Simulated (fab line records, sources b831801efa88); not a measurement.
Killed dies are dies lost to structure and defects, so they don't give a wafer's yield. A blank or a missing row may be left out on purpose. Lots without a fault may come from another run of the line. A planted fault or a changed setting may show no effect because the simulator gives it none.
A struck lot beside a sound one | flow sky130 | 23 steps out of a route of 708
Sound: wafers L731.1, L731.3, L731.4. Struck: wafers L737.1, L737.3, L737.5. The cause comes at the end.
At each step with rows: each side's tool, then ch and its chambers, then its first start. Under that, the readings that differ: sound wafers | struck wafers | difference of the means | sigmas: that difference in standard deviations of wafers without a fault.
alike: readings whose means differ by less than 2 such deviations, and words and numbers that are the same on both sides. not compared: withheld readings, readings that some wafer has no value for, bounds like >300 that may hide the same value, and numbers for which the record gives no deviation and whose values overlap.
The two part at a step that has a row with sigmas, a row that says differs or no value, or rows on one side only. Numbers that don't overlap but have no deviation are shown without sigmas and don't part them. A reading that every wafer of one side lacks parts them only if that side has two wafers or more.

first, 1 step without rows for these wafers: SKY_POLY_GATE_OXIDATION_20 (stabilise 600 s, purge 300 s, target thk 4 nm).
SKY_POLY_GATE_THK_MEAS_21:
  sound on film_metro-04, day 21 05:06; struck on film_metro-04, day 23 13:07
  alike: POLY_GATE_OXIDATION_THK
SKY_POLY_GATE_CD_MEAS_22:
  sound on cd_sem-02, day 21 05:10; struck on cd_sem-01, day 23 13:13
  alike: cd_nm
then, 7 steps without rows for these wafers: SKY_LDD_N_DEHYDRATE_00 (time 60 s); SKY_LDD_N_HMDS_01 (prime time 60 s); SKY_LDD_N_COAT_02 (resist thk 300 nm); SKY_LDD_N_SOFTBAKE_03 (time 60 s); SKY_LDD_N_EXPOSE_04 (exposes mask NTM, target cd 840 nm); SKY_LDD_N_PEB_05; SKY_LDD_N_DEVELOP_06 (develop time 60 s).
SKY_LDD_N_OVL_MEAS_07:
  sound on overlay-02, day 22 11:20; struck on overlay-02, day 24 19:02
  alike: LDD_N_OVL
then, 1 step without rows for these wafers: SKY_LDD_N_IMPLANT_08.
SKY_LDD_N_IMPLANT_09:
  sound on implanter-02 ch 0, day 22 11:31; struck on implanter-01 ch 0, day 24 19:13
  reading                   | sound                | struck               | difference | sigmas
  beam_energy_keV           | 20.006 20.000 20.008 | 17.217 17.202 17.211 | -2.795     | -99 or more
  model.implant.rp_nm (nm)  | 15.87 15.87 15.87    | 14.01 14.01 14.01    | -1.86      |
  model.implant.drp_nm (nm) | 7.212 7.212 7.212    | 6.509 6.509 6.509    | -0.703     |
  alike: faraday_current_uA
then, 6 steps without rows for these wafers: SKY_LDD_N_IMPLANT_10; SKY_LDD_N_IMPLANT_11; SKY_LDD_N_IMPLANT_12; SKY_LDD_N_IMPLANT_13; SKY_LDD_N_IMPLANT_14; SKY_LDD_N_IMPLANT_15.
SKY_LDD_N_STRIP_16: strips in O2/N2.
  sound on plasma_asher-04 ch 0,1, day 22 12:34; struck on plasma_asher-01 ch 0,1, day 24 20:16
  alike: drypump_motor_current_A, oes_product_au, strip_time_to_endpoint_s
  not compared: rf_hours_counter_h
SKY_LDD_N_TW_MEAS_17:
  sound on film_metro-02, day 22 12:40; struck on film_metro-02, day 24 20:22
  alike: LDD_N_TW
  not compared: hold
then, 1 step without rows for these wafers: SKY_LDD_P_DEHYDRATE_00 (time 60 s).
-- the record jumps here: 25 days lie between the struck wafers' starts before and after (it left off in module LDD_P and takes up again in module PAD_OPEN, whose first step shown is number 708 of the route) --
SKY_PAD_OPEN_PROBE_99:
  sound on prober-01, day 48 23:52; struck on prober-01, day 50 05:18
  reading                     | sound             | struck            | difference | sigmas
  model.etest.tip_n.rs_ohm_sq | 440.9 437.5 439.2 | 446.7 449.2 450.7 | +9.7       |
  alike: killed_at_M0_to_M3, killed_at_M4_up, killed_at_contacts, killed_at_front_end, killed_at_other, killed_dies, killed_open, killed_short

WHERE THEY PART
Only at SKY_LDD_N_IMPLANT_09, within this record. Later steps at which nothing parts them and some readings are alike: SKY_LDD_N_STRIP_16, SKY_LDD_N_TW_MEAS_17, SKY_PAD_OPEN_PROBE_99.

WHY: what the simulator had put in
Process parameter drift: implanter-01, from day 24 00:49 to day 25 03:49, at SKY_LDD_N_IMPLANT_09. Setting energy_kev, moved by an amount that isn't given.
